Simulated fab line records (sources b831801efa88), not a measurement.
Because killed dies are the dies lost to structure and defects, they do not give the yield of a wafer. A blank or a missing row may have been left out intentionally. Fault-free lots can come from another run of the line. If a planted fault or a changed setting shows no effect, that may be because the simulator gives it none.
Chamber matching | flow gf180mcu | pecvd-04 running GF_CONTACT_CVD_02: 3 sister chambers
The step deposits SiO2 from TEOS, target thk 860 nm, time 95.992 s. 6 wafers are shown with their chamber, then 11 later ones without.

## WAFERS WITH THEIR CHAMBER
wafer  | chamber | heater_power_w (W) | heater_power_outer_w (W)
L085.1 | 0       | 665                | 422
L085.2 | 2       | 708                | 408
L085.4 | 0       | 530                | 338
L085.5 | 2       | 755                | 432
L085.6 | 1       | 641                | 366
L086.1 | 1       | 728                | 431

## WAFERS WHOSE CHAMBER IS MISSING
wafer  | heater_power_w (W) | heater_power_outer_w (W)
L086.2 | 566                | 351
L086.3 | 738                | 429
L086.4 | 622                | 393
L086.5 | 780                | 452
L086.6 | 772                | 471
L091.4 | 790                | 454
L091.5 | 611                | 340
L091.6 | 535                | 332
L093.2 | 703                | 405
L093.5 | 752                | 450
L093.6 | 739                | 423

## THE CHAMBER EACH PASSED THROUGH
wafer  | from the rows above          | in truth
L086.2 | can't be placed: 0 or 1      | 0
L086.3 | can't be placed: 2 or 1      | 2
L086.4 | can't be placed: 0 or 1 or 2 | 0
L086.5 | can't be placed: 2 or 1      | 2
L086.6 | can't be placed: 2 or 1 or 0 | 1
L091.4 | can't be placed: 2 or 1      | 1
L091.5 | can't be placed: 0 or 1 or 2 | 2
L091.6 | can't be placed: 0 or 1      | 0
L093.2 | can't be placed: 1 or 2 or 0 | 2
L093.5 | can't be placed: 2 or 1      | 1
L093.6 | can't be placed: 2 or 1      | 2
0 of 11 placed correctly. Not placeable from these rows: 11 (in 11, the candidates include the true chamber). Number placed wrongly: 0.
How it was worked out, from the rows above alone: a wafer's distance from a chamber is the root of the sum, over the readings, of the square of ((its reading less the chamber's mean) divided by the reading's scatter). The wafer belongs to the nearest chamber; if the next one is less than 2 further off, it can't be placed. Each chamber's mean is taken over the wafers shown for it. The scatter: take each reading less its chamber's mean, square it, sum over the shown wafers, divide by the number of wafers less the number of chambers, and take the root.
